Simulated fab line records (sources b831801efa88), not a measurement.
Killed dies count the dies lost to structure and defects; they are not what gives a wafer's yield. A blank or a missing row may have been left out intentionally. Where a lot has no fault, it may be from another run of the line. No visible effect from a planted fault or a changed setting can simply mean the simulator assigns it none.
fab line records -- flow gf180mcu
[record] lots = 24, wafers = 72, last_day = 34
route steps=602 shown SALICIDE@284 M2@363 V4@502 MIM@503 V5@542
lots untouched by any fault: they come from a run of this same line in which no faults occurred
start_h: hours from the record's opening day to when the first of the lot's shown wafers began -- wait_h: how many hours have passed since the lot's step before this one -- " unchanged from the row above -- L1.1+2: one row covering several wafers at once -- - no value, or no start was given -- * or withheld: withheld -- < > ~ a bound
route shown NAME@n: NAME is a module with steps in the file, n the number in the route of the first one -- usual: mean and standard deviation over wafers with no fault -- same: alike in all rows -- chamber/n: place in a boat -- sites: readings site by site -- _std_site: standard deviation across them -- _edge_site: outer sites' mean less inner sites' -- radius_mm: for every site, how far away it sits from the centre of the wafer -- mask NAME#n: copy n -- behind: the most recent tool/chamber to have shaped the wafer -- hold: the reason the lot was held/the length of the hold in hours/how it ended -- device: the transistor (n, p or np) that didn't switch -- end of line: at the end of the route, the tests of the same wafers -- where a step has no rows: the recipe by itself -- killed: dies lost to structure and defects at the first sort, not the wafer's yield -- map: shows each die of a wafer: x if killed, . if not, _ if none is there
set.NAME: the run value of the setting; set.NAME@STEP: its run value at that earlier step -- model.NAME: the simulator's own value behind a step, which no gauge read
steps of the route over a sample of lots; a table a step, a row a wafer
services: from which hour (start_h, from the record's first day; less than 0 if before it) a tool's chamber was out of use, for how many hours, and why
[[steps]]
[step GF_SALICIDE_RTA_06]
[recipe] temp_c = 530, time_s = 30, ambient = N2
[usual] lamp_power_pct = 6.32/0.042, wafer_temp_C_max = 532.0/0.44
lot.wafer,tool,chamber,start_h,wait_h,lamp_power_pct,wafer_temp_C_max
L074.1,rtp_anneal-01,0,341.26,0.1,6.35,531.7
L074.3,rtp_anneal-01,0,341.26,0.1,6.35,531.7
L074.4,rtp_anneal-01,0,341.26,0.1,6.34,531.9
L075.1,rtp_anneal-01,0,348.05,0.1,6.34,531.7
L075.3,rtp_anneal-01,0,348.05,0.1,6.35,531.6
L075.5,rtp_anneal-01,0,348.05,0.1,6.35,532.0
L076.1,rtp_anneal-02,0,352.67,0.1,6.26,532.6
L076.2,rtp_anneal-02,0,352.67,0.1,6.26,532.0
L076.3,rtp_anneal-02,0,352.67,0.1,6.26,531.8
L077.1,rtp_anneal-01,0,370.13,0.1,6.35,531.4
L077.5,rtp_anneal-01,0,370.13,0.1,6.35,532.0
L077.6,rtp_anneal-01,0,370.13,0.1,6.35,532.0
L078.2,rtp_anneal-01,0,374.90,0.1,6.35,531.7
L078.3,rtp_anneal-01,0,374.90,0.1,6.35,532.0
L078.5,rtp_anneal-01,0,374.90,0.1,6.34,531.2
L079.2,rtp_anneal-01,0,379.91,0.1,6.35,531.7
L079.3,rtp_anneal-01,0,379.91,0.1,6.35,532.4
L079.4,rtp_anneal-01,0,379.91,0.1,6.35,531.9
L080.1,rtp_anneal-02,0,391.43,0.1,6.26,531.8
L080.3,rtp_anneal-02,0,391.43,0.1,6.26,531.2
L080.6,rtp_anneal-02,0,391.43,0.1,6.27,531.8
L081.2,rtp_anneal-02,0,402.52,0.1,6.26,531.7
L081.4,rtp_anneal-02,0,402.52,0.1,6.26,531.2
L081.6,rtp_anneal-02,0,402.52,0.1,6.26,532.2
L082.2,rtp_anneal-01,0,405.72,0.1,6.35,532.2
L082.3,rtp_anneal-01,0,405.72,0.1,6.36,532.1
L082.6,rtp_anneal-01,0,405.72,0.1,6.35,532.0
L083.2,rtp_anneal-02,0,417.61,0.1,6.26,532.4
L083.4,rtp_anneal-02,0,417.61,0.1,6.27,532.2
L083.6,rtp_anneal-02,0,417.61,0.1,6.27,532.2
L084.3,rtp_anneal-02,0,425.98,0.1,6.27,532.2
L084.4,rtp_anneal-02,0,425.98,0.1,6.26,531.7
L084.5,rtp_anneal-02,0,425.98,0.1,6.26,531.9
L085.1,rtp_anneal-01,0,433.68,0.1,6.34,532.4
L085.5,rtp_anneal-01,0,433.68,0.1,6.35,532.4
L085.6,rtp_anneal-01,0,433.68,0.1,6.34,531.6
L086.2,rtp_anneal-01,0,441.50,0.1,6.35,531.9
L086.4,rtp_anneal-01,0,441.50,0.1,6.35,532.5
L086.5,rtp_anneal-01,0,441.50,0.1,6.34,531.2
L087.2,rtp_anneal-01,0,452.41,0.1,6.34,531.9
L087.3,rtp_anneal-01,0,452.41,0.1,6.35,531.5
L087.5,rtp_anneal-01,0,452.41,0.1,6.36,531.8
L088.1,rtp_anneal-02,0,458.96,0.1,6.26,532.4
L088.4,rtp_anneal-02,0,458.96,0.1,6.26,531.7
L088.6,rtp_anneal-02,0,458.96,0.1,6.26,531.4
L089.4,rtp_anneal-02,0,473.38,0.1,6.26,532.1
L089.5,rtp_anneal-02,0,473.38,0.1,6.26,532.2
L089.6,rtp_anneal-02,0,473.38,0.1,6.27,532.3
L090.1,rtp_anneal-02,0,475.67,0.1,6.26,531.9
L090.5,rtp_anneal-02,0,475.67,0.1,6.26,531.9
L090.6,rtp_anneal-02,0,475.67,0.1,6.26,531.9
L091.1,rtp_anneal-01,0,482.42,0.1,6.35,531.2
L091.2,rtp_anneal-01,0,482.42,0.1,6.36,532.7
L091.5,rtp_anneal-01,0,482.42,0.1,6.35,532.8
L092.1,rtp_anneal-02,0,492.33,0.1,6.27,532.1
L092.2,rtp_anneal-02,0,492.33,0.1,6.26,532.4
L092.4,rtp_anneal-02,0,492.33,0.1,6.26,532.4
L093.3,rtp_anneal-01,0,501.94,0.1,6.34,532.1
L093.4,rtp_anneal-01,0,501.94,0.1,6.35,532.5
L093.5,rtp_anneal-01,0,501.94,0.1,6.34,531.7
L094.3,rtp_anneal-01,0,511.71,0.1,6.35,531.3
L094.4,rtp_anneal-01,0,511.71,0.1,6.36,531.5
L094.5,rtp_anneal-01,0,511.71,0.1,6.35,531.1
L095.2,rtp_anneal-01,0,516.60,0.1,6.36,531.2
L095.4,rtp_anneal-01,0,516.60,0.1,6.35,531.9
L095.6,rtp_anneal-01,0,516.60,0.1,6.35,531.3
L096.1,rtp_anneal-01,0,527.94,0.1,6.35,532.1
L096.2,rtp_anneal-01,0,527.94,0.1,6.35,532.1
L096.6,rtp_anneal-01,0,527.94,0.1,6.35,532.5
L097.2,rtp_anneal-01,0,538.91,0.1,6.36,531.8
L097.4,rtp_anneal-01,0,538.91,0.1,6.35,532.4
L097.5,rtp_anneal-01,0,538.91,0.1,6.34,532.0
[step GF_M2_SPUTTER_01]
[recipe] material = TiN, target_thk_nm = 30, power_w = 6500, time_s = 24.14, chamber_pressure_pa = 0.4
[usual] throttle_valve_pct = 30.0/0.83
lot.wafer,tool,chamber,start_h,wait_h,throttle_valve_pct
L074.1,pvd_sputter-03,-,412.44,0.1,29.9
L074.3,pvd_sputter-03,-,412.44,0.1,29.3
L074.4,pvd_sputter-03,-,412.44,0.1,29.7
L075.1,pvd_sputter-04,-,418.32,0.1,29.7
L075.3,pvd_sputter-04,-,418.32,0.1,29.3
L075.5,pvd_sputter-04,-,418.32,0.1,30.1
L076.1,pvd_sputter-04,-,424.25,0.1,29.5
L076.2,pvd_sputter-04,-,424.25,0.1,29.6
L076.3,pvd_sputter-04,-,424.25,0.1,30.2
L077.1,pvd_sputter-03,-,443.76,0.1,32.0
L077.5,pvd_sputter-03,-,443.76,0.1,29.9
L077.6,pvd_sputter-03,-,443.76,0.1,32.1
L078.2,pvd_sputter-01,-,451.16,0.1,29.7
L078.3,pvd_sputter-01,-,451.16,0.1,29.8
L078.5,pvd_sputter-01,-,451.16,0.1,30.3
L079.2,pvd_sputter-04,-,454.03,0.1,29.5
L079.3,pvd_sputter-04,-,454.03,0.1,29.7
L079.4,pvd_sputter-04,-,454.03,0.1,30.3
L080.1,pvd_sputter-04,-,468.75,0.1,29.3
L080.3,pvd_sputter-04,-,468.75,0.1,30.3
L080.6,pvd_sputter-04,-,468.75,0.1,29.4
L081.2,pvd_sputter-04,-,480.06,0.1,29.3
L081.4,pvd_sputter-04,-,480.06,0.1,30.1
L081.6,pvd_sputter-04,-,480.06,0.1,30.2
L082.2,pvd_sputter-03,-,484.64,0.1,31.9
L082.3,pvd_sputter-03,-,484.64,0.1,29.2
L082.6,pvd_sputter-03,-,484.64,0.1,31.9
L083.2,pvd_sputter-01,-,495.72,0.1,32.2
L083.4,pvd_sputter-01,-,495.72,0.1,29.6
L083.6,pvd_sputter-01,-,495.72,0.1,29.6
L084.3,pvd_sputter-04,-,504.19,0.1,30.0
L084.4,pvd_sputter-04,-,504.19,0.1,30.0
L084.5,pvd_sputter-04,-,504.19,0.1,30.1
L085.1,pvd_sputter-04,-,511.58,0.1,30.0
L085.5,pvd_sputter-04,-,511.58,0.1,29.3
L085.6,pvd_sputter-04,-,511.58,0.1,30.0
L086.2,pvd_sputter-03,-,520.01,0.1,29.8
L086.4,pvd_sputter-03,-,520.01,0.1,29.2
L086.5,pvd_sputter-03,-,520.01,0.1,29.9
L087.2,pvd_sputter-04,-,528.97,0.1,29.4
L087.3,pvd_sputter-04,-,528.97,0.1,29.5
L087.5,pvd_sputter-04,-,528.97,0.1,30.4
L088.1,pvd_sputter-01,-,535.20,0.1,29.8
L088.4,pvd_sputter-01,-,535.20,0.1,30.1
L088.6,pvd_sputter-01,-,535.20,0.1,29.9
L089.4,pvd_sputter-03,-,549.32,0.1,31.9
L089.5,pvd_sputter-03,-,549.32,0.1,29.1
L089.6,pvd_sputter-03,-,549.32,0.1,29.8
L090.1,pvd_sputter-01,-,551.46,0.1,29.9
L090.5,pvd_sputter-01,-,551.46,0.1,30.0
L090.6,pvd_sputter-01,-,551.46,0.1,29.7
L091.1,pvd_sputter-03,-,557.36,0.1,29.4
L091.2,pvd_sputter-03,-,557.36,0.1,29.6
L091.5,pvd_sputter-03,-,557.36,0.1,29.1
L092.1,pvd_sputter-03,-,566.85,0.1,29.7
L092.2,pvd_sputter-03,-,566.85,0.1,29.0
L092.4,pvd_sputter-03,-,566.85,0.1,29.8
L093.3,pvd_sputter-01,-,575.89,0.1,29.5
L093.4,pvd_sputter-01,-,575.89,0.1,29.9
L093.5,pvd_sputter-01,-,575.89,0.1,30.1
L094.3,pvd_sputter-04,-,585.41,0.1,29.4
L094.4,pvd_sputter-04,-,585.41,0.1,30.0
L094.5,pvd_sputter-04,-,585.41,0.1,30.2
L095.2,pvd_sputter-04,-,589.86,0.1,29.9
L095.4,pvd_sputter-04,-,589.86,0.1,29.6
L095.6,pvd_sputter-04,-,589.86,0.1,29.3
L096.1,pvd_sputter-01,-,599.63,0.1,30.0
L096.2,pvd_sputter-01,-,599.63,0.1,29.8
L096.6,pvd_sputter-01,-,599.63,0.1,29.5
L097.2,pvd_sputter-03,-,608.75,0.1,32.0
L097.4,pvd_sputter-03,-,608.75,0.1,29.1
L097.5,pvd_sputter-03,-,608.75,0.1,32.0
[step GF_V4_CMP_26]
[recipe] stop_on = SiO2, down_force_psi = 3.5, platen_rpm = 60, t_overpolish_s = 15, target_thk_nm = 0, pad_velocity_m_s = 0.94248
[usual] edge_zone_pressure_frac = 1.000/0.0049, motor_current_A = 10.5/0.6, overpolish_run_s = 14.998/0.0091, platen_rpm = 60.00/0.038, time_to_endpoint_s = 82/3.5
lot.wafer,tool,chamber,start_h,wait_h,edge_zone_pressure_frac,motor_current_A,overpolish_run_s,platen_rpm,time_to_endpoint_s
L074.4,cmp-01,1,562.00,0.0,1.008,11.0,15.009,59.97,79
L074.3,cmp-01,3,562.00,0.0,0.999,11.2,15.004,59.98,77
L074.1,cmp-01,0,562.00,0.0,0.997,11.6,14.993,59.98,85
L075.3,cmp-01,0,568.82,0.2,1.003,11.5,15.003,60.00,86
L075.1,cmp-01,1,568.82,0.2,1.001,10.8,14.988,59.91,79
L075.5,cmp-01,3,568.82,0.2,0.998,9.7,14.990,59.94,79
L076.1,cmp-02,3,575.24,0.4,1.004,10.4,14.995,59.99,82
L076.3,cmp-02,0,575.24,0.4,1.001,9.6,14.993,59.99,80
L076.2,cmp-02,1,575.24,0.4,0.993,10.9,15.003,59.96,77
L077.1,cmp-01,3,590.87,0.1,1.003,11.2,15.008,59.98,76
L077.6,cmp-01,1,590.87,0.1,0.994,10.1,15.002,59.99,79
L077.5,cmp-01,2,590.87,0.1,0.995,10.7,14.997,59.98,77
L078.2,cmp-01,2,596.55,0.1,1.006,10.6,14.993,60.05,81
L078.3,cmp-01,3,596.55,0.1,1.003,10.8,14.988,59.96,77
L078.5,cmp-01,1,596.55,0.1,1.009,11.0,14.999,59.99,77
L079.4,cmp-01,1,599.56,0.0,1.003,10.4,14.992,59.96,81
L079.2,cmp-01,3,599.56,0.0,1.001,11.2,14.986,60.00,82
L079.3,cmp-01,0,599.56,0.0,1.001,11.4,14.991,60.03,87
L080.1,cmp-01,2,614.06,0.1,1.004,11.0,15.016,60.02,88
L080.3,cmp-01,3,614.06,0.1,1.003,11.0,15.000,60.05,86
L080.6,cmp-01,3,614.06,0.1,0.998,10.8,15.011,60.00,81
L081.2,cmp-02,0,622.98,0.0,1.004,9.7,14.995,59.90,82
L081.4,cmp-02,2,622.98,0.0,0.998,10.5,14.994,60.08,74
L081.6,cmp-02,0,622.98,0.0,0.998,9.7,15.006,59.90,83
L082.3,cmp-02,2,625.70,0.0,0.994,10.4,14.988,59.97,76
L082.2,cmp-02,3,625.70,0.0,0.991,10.2,14.993,59.93,86
L082.6,cmp-02,3,625.70,0.0,0.988,10.0,14.997,59.98,87
L083.2,cmp-01,2,637.81,0.1,1.003,10.2,15.000,60.03,80
L083.4,cmp-01,0,637.81,0.1,1.010,12.0,14.976,59.94,84
L083.6,cmp-01,1,637.81,0.1,1.003,10.3,14.988,59.99,79
L084.3,cmp-02,0,644.12,0.0,0.992,10.0,15.008,59.98,83
L084.4,cmp-02,1,644.12,0.0,1.005,10.9,15.020,60.01,82
L084.5,cmp-02,1,644.12,0.0,1.003,10.1,14.997,59.96,81
L085.1,cmp-02,0,648.84,0.1,1.007,9.7,14.996,60.03,84
L085.5,cmp-02,0,648.84,0.1,1.007,9.9,14.993,59.96,87
L085.6,cmp-02,1,648.84,0.1,0.997,10.6,14.995,60.01,86
L086.2,cmp-01,2,656.41,0.0,0.996,10.2,14.998,60.00,85
L086.4,cmp-01,3,656.41,0.0,1.003,11.1,15.000,59.98,85
L086.5,cmp-01,2,656.41,0.0,1.004,10.3,14.980,59.98,83
L087.3,cmp-02,0,664.73,0.0,1.005,10.1,15.003,59.96,86
L087.2,cmp-02,1,664.73,0.0,0.997,10.4,15.019,60.03,84
L087.5,cmp-02,1,664.73,0.0,1.005,10.1,14.998,59.96,86
L088.4,cmp-02,2,669.81,0.0,0.998,10.4,15.004,59.94,83
L088.1,cmp-02,1,669.81,0.0,0.996,10.7,14.987,59.95,87
L088.6,cmp-02,2,669.81,0.0,1.003,10.0,15.011,60.01,85
L089.4,cmp-01,2,681.25,0.1,0.997,10.3,15.005,60.02,85
L089.5,cmp-01,1,681.25,0.1,1.001,10.3,14.995,59.99,82
L089.6,cmp-01,2,681.25,0.1,1.004,10.7,15.013,60.09,88
L090.1,cmp-01,1,683.55,0.1,1.005,10.9,14.989,60.01,81
L090.5,cmp-01,1,683.55,0.1,0.996,10.8,15.003,60.06,84
L090.6,cmp-01,2,683.55,0.1,1.001,10.4,15.012,60.05,84
L091.2,cmp-01,3,687.52,0.1,0.997,10.9,14.998,60.00,83
L091.1,cmp-01,0,687.52,0.1,1.005,12.1,15.002,60.03,86
L091.5,cmp-01,2,687.52,0.1,0.999,10.3,14.989,59.98,85
L092.1,cmp-02,2,695.06,0.1,0.996,10.3,14.998,59.92,77
L092.4,cmp-02,0,695.06,0.1,1.001,10.2,14.997,60.06,81
L092.2,cmp-02,1,695.06,0.1,0.998,10.0,14.980,60.02,84
L093.4,cmp-02,1,704.96,0.0,1.002,10.3,14.993,59.96,83
L093.3,cmp-02,2,704.96,0.0,0.999,10.3,14.996,59.98,79
L093.5,cmp-02,1,704.96,0.0,1.003,10.4,15.012,59.98,79
L094.4,cmp-01,3,711.63,0.2,0.992,10.7,15.000,59.98,79
L094.3,cmp-01,0,711.63,0.2,1.002,11.8,14.989,60.02,85
L094.5,cmp-01,3,711.63,0.2,0.990,11.2,14.996,60.00,81
L095.4,cmp-02,3,718.36,0.1,0.993,10.4,15.007,59.98,83
L095.2,cmp-02,0,718.36,0.1,1.003,9.8,14.993,59.99,82
L095.6,cmp-02,2,718.36,0.1,0.995,10.6,15.000,60.02,81
L096.2,cmp-01,1,725.83,0.0,1.008,10.8,14.997,60.04,84
L096.1,cmp-01,2,725.83,0.0,1.008,11.0,15.006,60.07,84
L096.6,cmp-01,1,725.83,0.0,1.001,10.8,14.996,60.04,76
L097.2,cmp-02,2,732.60,0.0,0.999,10.4,15.014,60.07,77
L097.4,cmp-02,3,732.60,0.0,0.987,9.6,14.992,59.96,83
L097.5,cmp-02,3,732.60,0.0,0.991,10.1,15.011,59.98,86
[step GF_MIM_SPUTTER_00]
[recipe] material = Ti, target_thk_nm = 37.5, arriving_ion_energy_ev = 80, substrate_temp_c = 200, chamber_pressure_pa = 2, power_w = 4000, time_s = 150
[usual] throttle_valve_pct = 29.5/0.91
lot.wafer,tool,chamber,start_h,wait_h,throttle_valve_pct
L074.1,pvd_sputter-02,-,562.30,0.1,28.8
L074.3,pvd_sputter-02,-,562.30,0.1,28.0
L074.4,pvd_sputter-02,-,562.30,0.1,28.9
L075.1,pvd_sputter-03,-,569.02,0.1,32.0
L075.3,pvd_sputter-03,-,569.02,0.1,30.0
L075.5,pvd_sputter-03,-,569.02,0.1,29.9
L076.1,pvd_sputter-02,-,575.49,0.2,29.1
L076.2,pvd_sputter-02,-,575.49,0.2,28.3
L076.3,pvd_sputter-02,-,575.49,0.2,29.7
L077.1,pvd_sputter-02,-,591.07,0.1,29.9
L077.5,pvd_sputter-02,-,591.07,0.1,27.9
L077.6,pvd_sputter-02,-,591.07,0.1,29.3
L078.2,pvd_sputter-03,-,596.75,0.1,29.6
L078.3,pvd_sputter-03,-,596.75,0.1,29.7
L078.5,pvd_sputter-03,-,596.75,0.1,29.4
L079.2,pvd_sputter-02,-,599.86,0.1,29.3
L079.3,pvd_sputter-02,-,599.86,0.1,28.8
L079.4,pvd_sputter-02,-,599.86,0.1,29.7
L080.1,pvd_sputter-04,-,614.36,0.2,29.5
L080.3,pvd_sputter-04,-,614.36,0.2,30.1
L080.6,pvd_sputter-04,-,614.36,0.2,30.2
L081.2,pvd_sputter-02,-,623.28,0.2,28.2
L081.4,pvd_sputter-02,-,623.28,0.2,29.0
L081.6,pvd_sputter-02,-,623.28,0.2,28.8
L082.2,pvd_sputter-04,-,626.00,0.2,30.3
L082.3,pvd_sputter-04,-,626.00,0.2,29.6
L082.6,pvd_sputter-04,-,626.00,0.2,30.0
L083.2,pvd_sputter-03,-,638.06,0.2,29.3
L083.4,pvd_sputter-03,-,638.06,0.2,31.9
L083.6,pvd_sputter-03,-,638.06,0.2,29.3
L084.3,pvd_sputter-02,-,644.42,0.2,28.8
L084.4,pvd_sputter-02,-,644.42,0.2,28.1
L084.5,pvd_sputter-02,-,644.42,0.2,28.6
L085.1,pvd_sputter-03,-,649.14,0.2,29.8
L085.5,pvd_sputter-03,-,649.14,0.2,29.9
L085.6,pvd_sputter-03,-,649.14,0.2,32.1
L086.2,pvd_sputter-03,-,656.71,0.2,29.7
L086.4,pvd_sputter-03,-,656.71,0.2,30.0
L086.5,pvd_sputter-03,-,656.71,0.2,29.2
L087.2,pvd_sputter-04,-,665.03,0.2,29.3
L087.3,pvd_sputter-04,-,665.03,0.2,29.5
L087.5,pvd_sputter-04,-,665.03,0.2,29.6
L088.1,pvd_sputter-03,-,670.11,0.1,31.9
L088.4,pvd_sputter-03,-,670.11,0.1,29.6
L088.6,pvd_sputter-03,-,670.11,0.1,31.8
L089.4,pvd_sputter-02,-,681.50,0.2,29.0
L089.5,pvd_sputter-02,-,681.50,0.2,29.6
L089.6,pvd_sputter-02,-,681.50,0.2,28.1
L090.1,pvd_sputter-02,-,683.85,0.2,30.0
L090.5,pvd_sputter-02,-,683.85,0.2,28.5
L090.6,pvd_sputter-02,-,683.85,0.2,29.8
L091.1,pvd_sputter-03,-,687.77,0.1,31.8
L091.2,pvd_sputter-03,-,687.77,0.1,30.0
L091.5,pvd_sputter-03,-,687.77,0.1,29.4
L092.1,pvd_sputter-04,-,695.36,0.2,29.6
L092.2,pvd_sputter-04,-,695.36,0.2,29.5
L092.4,pvd_sputter-04,-,695.36,0.2,30.1
L093.3,pvd_sputter-02,-,705.26,0.2,28.4
L093.4,pvd_sputter-02,-,705.26,0.2,28.6
L093.5,pvd_sputter-02,-,705.26,0.2,28.7
L094.3,pvd_sputter-02,-,711.88,0.1,28.9
L094.4,pvd_sputter-02,-,711.88,0.1,29.0
L094.5,pvd_sputter-02,-,711.88,0.1,29.9
L095.2,pvd_sputter-02,-,718.56,0.1,28.9
L095.4,pvd_sputter-02,-,718.56,0.1,28.4
L095.6,pvd_sputter-02,-,718.56,0.1,28.8
L096.1,pvd_sputter-04,-,726.13,0.2,30.0
L096.2,pvd_sputter-04,-,726.13,0.2,30.1
L096.6,pvd_sputter-04,-,726.13,0.2,29.4
L097.2,pvd_sputter-03,-,732.90,0.2,29.8
L097.4,pvd_sputter-03,-,732.90,0.2,29.7
L097.5,pvd_sputter-03,-,732.90,0.2,29.1
[step GF_V5_CVD_02]
[recipe] material = SiO2, target_thk_nm = 1450, precursor = TEOS, temp_c = 400, time_s = 163.28, rf_w = 600
[usual] heater_power_w = 658/100, rf_fwd_power_W = 597.7/2
lot.wafer,tool,chamber,start_h,wait_h,heater_power_w,rf_fwd_power_W
L074.1,pecvd-01,1,606.44,0.1,678,596.0
L074.3,pecvd-01,0,606.44,0.1,767,599.3
L074.4,pecvd-01,1,606.44,0.1,726,599.4
L075.1,pecvd-04,1,613.45,0.1,923,596.5
L075.3,pecvd-04,0,613.45,0.1,671,599.5
L075.5,pecvd-04,2,613.45,0.1,529,599.2
L076.1,pecvd-03,2,619.53,0.1,670,595.1
L076.2,pecvd-03,0,619.53,0.1,641,601.5
L076.3,pecvd-03,1,619.53,0.1,525,597.1
L077.1,pecvd-04,1,633.74,0.1,873,598.4
L077.5,pecvd-04,1,633.74,0.1,735,596.6
L077.6,pecvd-04,0,633.74,0.1,647,598.1
L078.2,pecvd-01,2,638.86,0.0,619,601.2
L078.3,pecvd-01,0,638.86,0.0,734,596.5
L078.5,pecvd-01,2,638.86,0.0,689,601.6
L079.2,pecvd-04,0,642.56,0.0,539,598.4
L079.3,pecvd-04,2,642.56,0.0,572,599.0
L079.4,pecvd-04,2,642.56,0.0,644,599.4
L080.1,pecvd-04,1,656.32,0.1,768,596.8
L080.3,pecvd-04,0,656.32,0.1,669,595.0
L080.6,pecvd-04,2,656.32,0.1,634,596.5
L081.2,pecvd-01,2,664.82,0.0,717,597.0
L081.4,pecvd-01,2,664.82,0.0,573,599.6
L081.6,pecvd-01,0,664.82,0.0,749,593.3
L082.2,pecvd-01,0,667.74,0.0,707,596.8
L082.3,pecvd-01,2,667.74,0.0,694,598.1
L082.6,pecvd-01,0,667.74,0.0,772,596.9
L083.2,pecvd-04,1,679.01,0.0,919,598.2
L083.4,pecvd-04,1,679.01,0.0,718,596.5
L083.6,pecvd-04,2,679.01,0.0,522,598.2
L084.3,pecvd-04,0,684.94,0.0,680,597.8
L084.4,pecvd-04,1,684.94,0.0,747,598.4
L084.5,pecvd-04,2,684.94,0.0,618,597.7
L085.1,pecvd-01,1,689.20,0.1,719,600.7
L085.5,pecvd-01,2,689.20,0.1,590,595.5
L085.6,pecvd-01,0,689.20,0.1,731,595.5
L086.2,pecvd-01,0,696.02,0.0,756,597.0
L086.4,pecvd-01,0,696.02,0.0,611,596.5
L086.5,pecvd-01,2,696.02,0.0,580,599.4
L087.2,pecvd-01,1,704.47,0.0,736,598.3
L087.3,pecvd-01,0,704.47,0.0,666,599.9
L087.5,pecvd-01,2,704.47,0.0,562,599.6
L088.1,pecvd-04,0,709.58,0.1,665,597.1
L088.4,pecvd-04,2,709.58,0.1,658,599.5
L088.6,pecvd-04,1,709.58,0.1,869,596.4
L089.4,pecvd-03,1,719.53,0.1,429,594.9
L089.5,pecvd-03,0,719.53,0.1,661,594.1
L089.6,pecvd-03,2,719.53,0.1,667,598.7
L090.1,pecvd-03,0,722.08,0.1,630,597.8
L090.5,pecvd-03,1,722.08,0.1,552,597.1
L090.6,pecvd-03,2,722.08,0.1,682,600.4
L091.1,pecvd-03,1,726.21,0.1,432,597.4
L091.2,pecvd-03,0,726.21,0.1,648,595.2
L091.5,pecvd-03,0,726.21,0.1,529,591.9
L092.1,pecvd-01,1,732.69,0.1,685,596.3
L092.2,pecvd-01,0,732.69,0.1,734,601.9
L092.4,pecvd-01,1,732.69,0.1,728,598.5
L093.3,pecvd-04,0,741.79,0.0,679,600.4
L093.4,pecvd-04,1,741.79,0.0,889,596.8
L093.5,pecvd-04,0,741.79,0.0,544,602.6
L094.3,pecvd-04,0,748.18,0.0,689,594.9
L094.4,pecvd-04,2,748.18,0.0,531,598.0
L094.5,pecvd-04,0,748.18,0.0,565,594.7
L095.2,pecvd-03,1,754.22,0.0,522,599.2
L095.4,pecvd-03,1,754.22,0.0,552,598.3
L095.6,pecvd-03,0,754.22,0.0,649,598.5
L096.1,pecvd-01,2,761.59,0.1,716,599.8
L096.2,pecvd-01,0,761.59,0.1,687,599.9
L096.6,pecvd-01,0,761.59,0.1,732,599.2
L097.2,pecvd-04,1,768.48,0.0,913,596.4
L097.4,pecvd-04,2,768.48,0.0,532,596.0
L097.5,pecvd-04,1,768.48,0.0,755,594.9
[step GF_V5_OVL_MEAS_15]
[usual] V5_OVL = 1/6.6
lot.wafer,tool,chamber,start_h,wait_h,V5_OVL[nm]
L074.1,overlay-02,-,627.44,0.1,5
L074.3,overlay-02,-,627.44,0.1,-3
L074.4,overlay-02,-,627.44,0.1,3
L075.1,overlay-01,-,634.72,0.1,7
L075.3,overlay-01,-,634.72,0.1,8
L075.5,overlay-01,-,634.72,0.1,6
L076.1,overlay-01,-,639.72,0.1,-6
L076.2,overlay-01,-,639.72,0.1,-5
L076.3,overlay-01,-,639.72,0.1,-2
L077.1,overlay-01,-,654.54,0.1,-2
L077.5,overlay-01,-,654.54,0.1,0
L077.6,overlay-01,-,654.54,0.1,0
L078.2,overlay-01,-,659.37,0.1,-6
L078.3,overlay-01,-,659.37,0.1,-3
L078.5,overlay-01,-,659.37,0.1,-2
L079.2,overlay-01,-,662.64,0.1,12
L079.3,overlay-01,-,662.64,0.1,7
L079.4,overlay-01,-,662.64,0.1,0
L080.1,overlay-01,-,676.42,0.1,9
L080.3,overlay-01,-,676.42,0.1,10
L080.6,overlay-01,-,676.42,0.1,12
L081.2,overlay-02,-,684.82,0.1,-3
L081.4,overlay-02,-,684.82,0.1,0
L081.6,overlay-02,-,684.82,0.1,0
L082.2,overlay-01,-,687.40,0.1,-3
L082.3,overlay-01,-,687.40,0.1,-5
L082.6,overlay-01,-,687.40,0.1,4
L083.2,overlay-01,-,698.35,0.1,-14
L083.4,overlay-01,-,698.35,0.1,-10
L083.6,overlay-01,-,698.35,0.1,-6
L084.3,overlay-01,-,704.15,0.1,-1
L084.4,overlay-01,-,704.15,0.1,-3
L084.5,overlay-01,-,704.15,0.1,1
L085.1,overlay-02,-,708.42,0.1,14
L085.5,overlay-02,-,708.42,0.1,15
L085.6,overlay-02,-,708.42,0.1,7
L086.2,overlay-01,-,714.60,0.1,0
L086.4,overlay-01,-,714.60,0.1,-2
L086.5,overlay-01,-,714.60,0.1,-3
L087.2,overlay-01,-,723.14,0.1,-12
L087.3,overlay-01,-,723.14,0.1,-11
L087.5,overlay-01,-,723.14,0.1,-4
L088.1,overlay-02,-,727.99,0.1,6
L088.4,overlay-02,-,727.99,0.1,2
L088.6,overlay-02,-,727.99,0.1,-5
L089.4,overlay-02,-,737.61,0.1,4
L089.5,overlay-02,-,737.61,0.1,-1
L089.6,overlay-02,-,737.61,0.1,7
L090.1,overlay-02,-,740.44,0.1,13
L090.5,overlay-02,-,740.44,0.1,12
L090.6,overlay-02,-,740.44,0.1,3
L091.1,overlay-02,-,744.27,0.1,10
L091.2,overlay-02,-,744.27,0.1,3
L091.5,overlay-02,-,744.27,0.1,14
L092.1,overlay-02,-,749.74,0.1,-1
L092.2,overlay-02,-,749.74,0.1,-2
L092.4,overlay-02,-,749.74,0.1,-5
L093.3,overlay-01,-,759.30,0.1,-1
L093.4,overlay-01,-,759.30,0.1,-6
L093.5,overlay-01,-,759.30,0.1,-3
L094.3,overlay-01,-,764.55,0.1,4
L094.4,overlay-01,-,764.55,0.1,0
L094.5,overlay-01,-,764.55,0.1,1
L095.2,overlay-01,-,770.95,0.1,6
L095.4,overlay-01,-,770.95,0.1,4
L095.6,overlay-01,-,770.95,0.1,0
L096.1,overlay-02,-,778.21,0.1,5
L096.2,overlay-02,-,778.21,0.1,11
L096.6,overlay-02,-,778.21,0.1,11
L097.2,overlay-01,-,784.62,0.1,9
L097.4,overlay-01,-,784.62,0.1,7
L097.5,overlay-01,-,784.62,0.1,7
[[services]]
tool,chamber,start_h,hours,kind
cmp-02,-,329.15,5.7,pm
cmp-01,-,348.43,5.1,repair
pvd_sputter-04,-,361.37,2.1,repair
cmp-01,-,404.01,3.4,pm
cmp-02,-,404.14,4.0,pm
cmp-02,-,419.83,1.4,repair
cmp-02,-,442.38,5.4,repair
cmp-02,-,481.11,0.8,repair
pvd_sputter-02,-,491.67,2.4,repair
pvd_sputter-04,-,493.46,2.8,repair
pvd_sputter-04,-,554.87,3.7,repair
cmp-02,-,558.46,12.7,repair
cmp-02,-,568.88,0.8,repair
cmp-01,-,572.00,4.0,pm
pvd_sputter-03,-,574.38,6.9,repair
pvd_sputter-04,-,624.07,1.3,repair
pvd_sputter-02,-,651.18,3.3,repair
cmp-02,-,689.28,0.2,repair
cmp-02,-,692.81,1.1,repair
cmp-02,-,697.86,5.9,pm
cmp-01,-,703.77,4.2,repair
cmp-02,-,710.82,0.9,repair
cmp-01,-,737.52,0.9,repair
cmp-01,-,761.52,1.2,repair
[[key]]
fault none
